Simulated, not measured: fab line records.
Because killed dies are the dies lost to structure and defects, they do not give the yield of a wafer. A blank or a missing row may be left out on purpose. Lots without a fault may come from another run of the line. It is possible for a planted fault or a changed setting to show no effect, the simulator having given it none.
Split-lot study || flow sky130 || 23 wafers read from 5 lots, route of 708 steps

## THE SPLIT
At SKY_LI_CONTACT_HDPCVD_00 (deposits PSG, target thk 930 nm, time 155 s), the setting time s was moved away from the recipe's 155 s on 8 of the 23 wafers read, by -14.5% to +10.3%. All remaining wafers had this setting at the recipe value.

Between the split and the reading, the file records no step.

## THE READING
Values of LI_CONTACT_HDPCVD_THK in nm from SKY_LI_CONTACT_THK_MEAS_01. Fault-free wafers of this fab line usually give 930 nm, standard deviation 7.9 nm.

{"wafer": "L074.2", "tool, chamber at the split": "hdpcvd-02, 0", "time s as run, s": 155, "against the recipe": "recipe", "LI_CONTACT_HDPCVD_THK, nm": 928, "against lot-mates on the recipe": "-"}
{"wafer": "L074.4", "tool, chamber at the split": "hdpcvd-02, 0", "time s as run, s": 155, "against the recipe": "recipe", "LI_CONTACT_HDPCVD_THK, nm": 921, "against lot-mates on the recipe": "-"}
{"wafer": "L074.5", "tool, chamber at the split": "hdpcvd-02, 2", "time s as run, s": 155, "against the recipe": "recipe", "LI_CONTACT_HDPCVD_THK, nm": 922, "against lot-mates on the recipe": "-"}
{"wafer": "L076.1", "tool, chamber at the split": "hdpcvd-02, 1", "time s as run, s": 170.9, "against the recipe": "+10.3%", "LI_CONTACT_HDPCVD_THK, nm": 1035, "against lot-mates on the recipe": "+102"}
{"wafer": "L076.2", "tool, chamber at the split": "hdpcvd-02, 0", "time s as run, s": 155, "against the recipe": "recipe", "LI_CONTACT_HDPCVD_THK, nm": 934, "against lot-mates on the recipe": "-"}
{"wafer": "L076.4", "tool, chamber at the split": "hdpcvd-02, 0", "time s as run, s": 170.9, "against the recipe": "+10.3%", "LI_CONTACT_HDPCVD_THK, nm": 1028, "against lot-mates on the recipe": "+96"}
{"wafer": "L076.5", "tool, chamber at the split": "hdpcvd-02, 1", "time s as run, s": 155, "against the recipe": "recipe", "LI_CONTACT_HDPCVD_THK, nm": 931, "against lot-mates on the recipe": "-"}
{"wafer": "L076.6", "tool, chamber at the split": "hdpcvd-02, 2", "time s as run, s": 170.9, "against the recipe": "+10.3%", "LI_CONTACT_HDPCVD_THK, nm": 1024, "against lot-mates on the recipe": "+92"}
{"wafer": "L081.1", "tool, chamber at the split": "hdpcvd-02, 1", "time s as run, s": 155, "against the recipe": "recipe", "LI_CONTACT_HDPCVD_THK, nm": 925, "against lot-mates on the recipe": "-"}
{"wafer": "L081.2", "tool, chamber at the split": "hdpcvd-02, 0", "time s as run, s": 162, "against the recipe": "+4.5%", "LI_CONTACT_HDPCVD_THK, nm": 972, "against lot-mates on the recipe": "+46"}
{"wafer": "L081.3", "tool, chamber at the split": "hdpcvd-02, 2,1", "time s as run, s": 162, "against the recipe": "+4.5%", "LI_CONTACT_HDPCVD_THK, nm": 966, "against lot-mates on the recipe": "+40"}
{"wafer": "L081.5", "tool, chamber at the split": "hdpcvd-02, 2,1", "time s as run, s": 162, "against the recipe": "+4.5%", "LI_CONTACT_HDPCVD_THK, nm": 965, "against lot-mates on the recipe": "+38"}
{"wafer": "L081.6", "tool, chamber at the split": "hdpcvd-02, 0", "time s as run, s": 155, "against the recipe": "recipe", "LI_CONTACT_HDPCVD_THK, nm": 928, "against lot-mates on the recipe": "-"}
{"wafer": "L083.1", "tool, chamber at the split": "hdpcvd-02, 1", "time s as run, s": 155, "against the recipe": "recipe", "LI_CONTACT_HDPCVD_THK, nm": 927, "against lot-mates on the recipe": "-"}
{"wafer": "L083.2", "tool, chamber at the split": "hdpcvd-02, 0", "time s as run, s": 132.6, "against the recipe": "-14.5%", "LI_CONTACT_HDPCVD_THK, nm": 808, "against lot-mates on the recipe": -122}
{"wafer": "L083.3", "tool, chamber at the split": "hdpcvd-02, 2", "time s as run, s": 155, "against the recipe": "recipe", "LI_CONTACT_HDPCVD_THK, nm": 926, "against lot-mates on the recipe": "-"}
{"wafer": "L083.4", "tool, chamber at the split": "hdpcvd-02, 0", "time s as run, s": 155, "against the recipe": "recipe", "LI_CONTACT_HDPCVD_THK, nm": 936, "against lot-mates on the recipe": "-"}
{"wafer": "L083.6", "tool, chamber at the split": "hdpcvd-02, 1", "time s as run, s": 132.6, "against the recipe": "-14.5%", "LI_CONTACT_HDPCVD_THK, nm": 793, "against lot-mates on the recipe": -137}
{"wafer": "L085.1", "tool, chamber at the split": "hdpcvd-01, 2", "time s as run, s": 155, "against the recipe": "recipe", "LI_CONTACT_HDPCVD_THK, nm": 932, "against lot-mates on the recipe": "-"}
{"wafer": "L085.2", "tool, chamber at the split": "hdpcvd-01, 1", "time s as run, s": 155, "against the recipe": "recipe", "LI_CONTACT_HDPCVD_THK, nm": 919, "against lot-mates on the recipe": "-"}
{"wafer": "L085.4", "tool, chamber at the split": "hdpcvd-01, 1", "time s as run, s": 155, "against the recipe": "recipe", "LI_CONTACT_HDPCVD_THK, nm": 924, "against lot-mates on the recipe": "-"}
{"wafer": "L085.5", "tool, chamber at the split": "hdpcvd-01, 0", "time s as run, s": 155, "against the recipe": "recipe", "LI_CONTACT_HDPCVD_THK, nm": 934, "against lot-mates on the recipe": "-"}
{"wafer": "L085.6", "tool, chamber at the split": "hdpcvd-01, 2", "time s as run, s": 155, "against the recipe": "recipe", "LI_CONTACT_HDPCVD_THK, nm": 924, "against lot-mates on the recipe": "-"}
The file does not say which wafer passed through which chamber wherever a row lists several chambers: such a row stands for several wafers.

FIT RESULTS
A straight line over all 23 wafers: LI_CONTACT_HDPCVD_THK changes by +9.21 nm for each +1% of time s; r = +0.99; the points scatter about the line by 6 nm.
The same after taking each lot's own level away (the mean of its wafers on the recipe; 23 wafers): +9.13 nm for each +1%; r = +1.00; scatter 4.8 nm.
That fit puts the effect of the largest move of time s on the reading at 1.3e+02 nm.
The lots' own levels span 923.7 to 932.5 nm, that is 1.1 times the standard deviation above.
Consequently the slope shifts little with the lot-to-lot level, the two slopes agreeing.
Check: with one of the wafers moved furthest among these (-14.5%) left out of the fit, the line predicts -136 nm for it against its lot-mates. It came out at -122 nm against them.

## FURTHER SPLITS ON THESE WAFERS
Before the reading, these wafers also passed through other splits. Each is held against what the fit with the lots' levels taken away leaves over:
{"other split on the same wafers": "SKY_POLY_CUT_EXPOSE_05 dose mj", "wafers away from the commonest value": 8, "r with LI_CONTACT_HDPCVD_THK (lot level and that fit taken away)": "+0.10"}
{"other split on the same wafers": "SKY_RES_XHIGH_COAT_02 resist thk nm", "wafers away from the commonest value": 9, "r with LI_CONTACT_HDPCVD_THK (lot level and that fit taken away)": -0.38}
{"other split on the same wafers": "SKY_RES_XHIGH_DEVELOP_06 dev temp c", "wafers away from the commonest value": 10, "r with LI_CONTACT_HDPCVD_THK (lot level and that fit taken away)": "+0.00"}
{"other split on the same wafers": "SKY_SD_N_STRIP_11 power w", "wafers away from the commonest value": 5, "r with LI_CONTACT_HDPCVD_THK (lot level and that fit taken away)": -0.04}

## THE WHOLE CHAIN: every reading that the file lists as answering this split, in the file's order
{"step": "SKY_LI_CONTACT_HDPCVD_00", "what it does": "deposits PSG, target thk 930 nm, time 155 s", "reading": "PSG_of_LI_CONTACT_HDPCVD_00.thk nm (the simulator's own value, which no gauge read)", "change (the file's fit)": "+9.1 nm for each +1% of the setting", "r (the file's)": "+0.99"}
{"step": "SKY_LI_CONTACT_THK_MEAS_01", "what it does": "", "reading": "LI_CONTACT_HDPCVD_THK", "change (the file's fit)": "+9.1 for each +1% of the setting", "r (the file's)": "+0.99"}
{"step": "SKY_LI_CONTACT_CMP_02", "what it does": "polishes PSG", "reading": "time to endpoint s", "change (the file's fit)": "withheld for each +1% of the setting", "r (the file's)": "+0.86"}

## FILE'S OWN FIT
LI_CONTACT_HDPCVD_THK changes by +9.1 nm for each +1% of time s, r = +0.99.
